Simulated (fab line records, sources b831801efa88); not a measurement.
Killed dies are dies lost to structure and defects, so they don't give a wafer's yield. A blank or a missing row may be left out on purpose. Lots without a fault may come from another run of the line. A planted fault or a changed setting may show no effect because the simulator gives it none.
Which tool did it? | flow gf180mcu | 13 lots, 39 wafers sampled, at 2 steps of a route of 602

WHAT THE GAUGES READ, wafer by wafer
GF_MIM_RS_MEAS_10: measures by four-point-probe. Usual: MIM_ALCU_RS 0.1605 ohm/sq, standard deviation 0.0012.
lot  | measured     | on            | MIM_ALCU_RS (ohm/sq) | flag
L628 | day 24 12:33 | film_metro-03 | 0.1578 0.1590 0.1587 |
L630 | day 25 03:07 | film_metro-04 | 0.1598 0.1591 0.1596 |
L631 | day 25 12:59 | film_metro-04 | 0.1601 0.1591 0.1590 |
L636 | day 27 04:54 | film_metro-03 | 0.1607 0.1615 0.1606 |
L638 | day 27 19:46 | film_metro-04 | 0.1635 0.1604 0.1620 |
L641 | day 28 19:58 | film_metro-04 | 0.1588 0.1597 0.1573 |
L642 | day 29 00:29 | film_metro-04 | 0.1603 0.1592 0.1596 |
L643 | day 29 03:37 | film_metro-03 | 0.1617 0.1619 0.1624 |
L647 | day 30 09:06 | film_metro-03 | 0.1612 0.1612 0.1609 |
L648 | day 30 12:38 | film_metro-04 | 0.1604 0.1616 0.1607 |
L649 | day 30 21:17 | film_metro-01 | 0.1599 0.1595 0.1602 |
L650 | day 31 03:43 | film_metro-01 | 0.1629 0.1607 0.1614 |
L651 | day 31 14:05 | film_metro-03 | 0.1606 0.1601 0.1606 |

GF_V5_CD_MEAS_14: target cd 260 nm. Usual: cd_nm 260.3 nm, standard deviation 1.2.
lot  | measured     | on        | cd_nm (nm)        | flag
L628 | day 27 05:00 | cd_sem-01 | 261.3 261.3 260.7 |
L630 | day 27 18:29 | cd_sem-01 | 259.9 260.2 259.9 |
L631 | day 28 03:16 | cd_sem-02 | 258.9 258.7 259.5 |
L636 | day 29 18:02 | cd_sem-01 | 260.6 259.2 260.3 |
L638 | day 30 06:44 | cd_sem-01 | 260.4 258.7 258.7 |
L641 | day 31 05:30 | cd_sem-02 | 261.1 261.8 260.2 |
L642 | day 31 08:46 | cd_sem-01 | 259.8 259.9 260.1 |
L643 | day 31 11:31 | cd_sem-02 | 262.0 258.9 259.5 |
L647 | day 32 15:13 | cd_sem-01 | 262.2 262.5 262.5 |
L648 | day 32 17:08 | cd_sem-02 | 259.4 260.4 259.7 |
L649 | day 33 01:34 | cd_sem-01 | 260.7 260.4 260.9 |
L650 | day 33 07:48 | cd_sem-02 | 259.5 261.0 260.4 |
L651 | day 33 16:32 | cd_sem-01 | 261.7 261.7 261.9 |

WHICH TOOL RAN EACH LOT (tool, then ch and the chambers of the sampled wafers, then the start)
The record holds no process step before these readings.

WHAT THE TOOLS THEMSELVES READ (means of the sampled wafers that have a number; where no wafer has one, the mark that the record gives instead)
The record holds no such reading with a usual standard deviation.

THE ANSWER, worked out from the rows above alone
Rule: a lot is off if the mean of its wafers that have a number lies more than 3 standard deviations from the usual mean. A lot without any number at a reading at which 4 lots or more have one is off too. The other lots that the step has rows for count as sound. The gauges are gone through in route order, then the tools' own readings, and for those a lot's mean is taken as printed above. The first step at which some lot is off is used, and at that step the reading that is off furthest; a lot without a number counts as furthest.
No lot is off at any reading shown: from this, nothing can be told.

WHAT THE SIMULATOR HAD PUT IN
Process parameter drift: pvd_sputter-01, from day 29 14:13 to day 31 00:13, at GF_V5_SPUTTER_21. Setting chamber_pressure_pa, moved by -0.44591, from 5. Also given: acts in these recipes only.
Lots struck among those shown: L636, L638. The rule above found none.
